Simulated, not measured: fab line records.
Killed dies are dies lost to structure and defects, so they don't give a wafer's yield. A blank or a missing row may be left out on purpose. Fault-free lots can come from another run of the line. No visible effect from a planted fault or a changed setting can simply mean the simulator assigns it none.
A single fault, viewed from 2 desks	flow gf180mcu	numbers are kept per desk, each desk with only its own; the story behind them comes last

== TOOL OWNER'S DESK, implanter-01 ==
The tool's own readings at GF_NSD_IMPLANT_09: means of the sampled wafers that have a number, for each lot that ran on this tool. Marked OUT: a lot whose mean sits more than 4 standard deviations from the usual mean, which makes it out of limits; the brackets give that distance.
Columns: A = tilt deg at GF_NSD_IMPLANT_09, usual 7.000 degrees
lot	first seen here	A
L859	day 14 23:01	6.987
L862	day 16 03:52	7.034
L864	day 16 18:17	6.985
This desk's verdict: no lot among the 3 shows anything out of limits.

== THE METROLOGY DESK ==
Lot by lot, what the gauges showed, no matter which tool ran the lot: averages of those sampled wafers that carry a number. Marked OUT: a lot whose mean sits more than 4 standard deviations from the usual mean, which makes it out of limits; the brackets give that distance. It has 11 readings; the 7 that lie furthest out on some lot are the ones shown.
Columns: A = cd nm at GF_NSD_CD_MEAS_07, usual 400.5 nm; B = NSD_OVL at GF_NSD_OVL_MEAS_08, usual 0.8 nm; C = NSD_TW at GF_NSD_TW_MEAS_12, usual 4278; D = cd nm at GF_PSD_CD_MEAS_07, usual 400.7 nm; E = PSD_TW at GF_PSD_TW_MEAS_11, usual 3196; F = NSD_RS at GF_PSD_RS_MEAS_14, usual 46.10 ohm/sq; G = cd nm at GF_SAB_CD_MEAS_09, usual 419.9 nm
lot	first seen here	A	B	C	D	E	F	G
L855	day 12 17:53	402.6	0.7	4239	403.3	3211	46.12	418.9
L856	day 13 03:19	402.1	-1.7	4312	400.3	3216	46.14	417.6
L859	day 14 01:44	397.8	1.0	4212	399.4	3185	46.14	418.2
L862	day 15 05:31	399.9	0.3	4276	404.1	3157	45.96	418.8
L864	day 15 20:37	403.3	0.3	4241	398.3	3213	46.16	418.9
L872	day 18 14:13	402.3	1.0	4318	398.9	3247	46.09	416.5
This desk's verdict: no lot among the 6 shows anything out of limits.

== TAKEN TOGETHER ==
The desk of the tool owner found nothing out of limits.
Metrology desk: nothing out of limits seen.

== WHAT THE SIMULATOR PUT IN ==
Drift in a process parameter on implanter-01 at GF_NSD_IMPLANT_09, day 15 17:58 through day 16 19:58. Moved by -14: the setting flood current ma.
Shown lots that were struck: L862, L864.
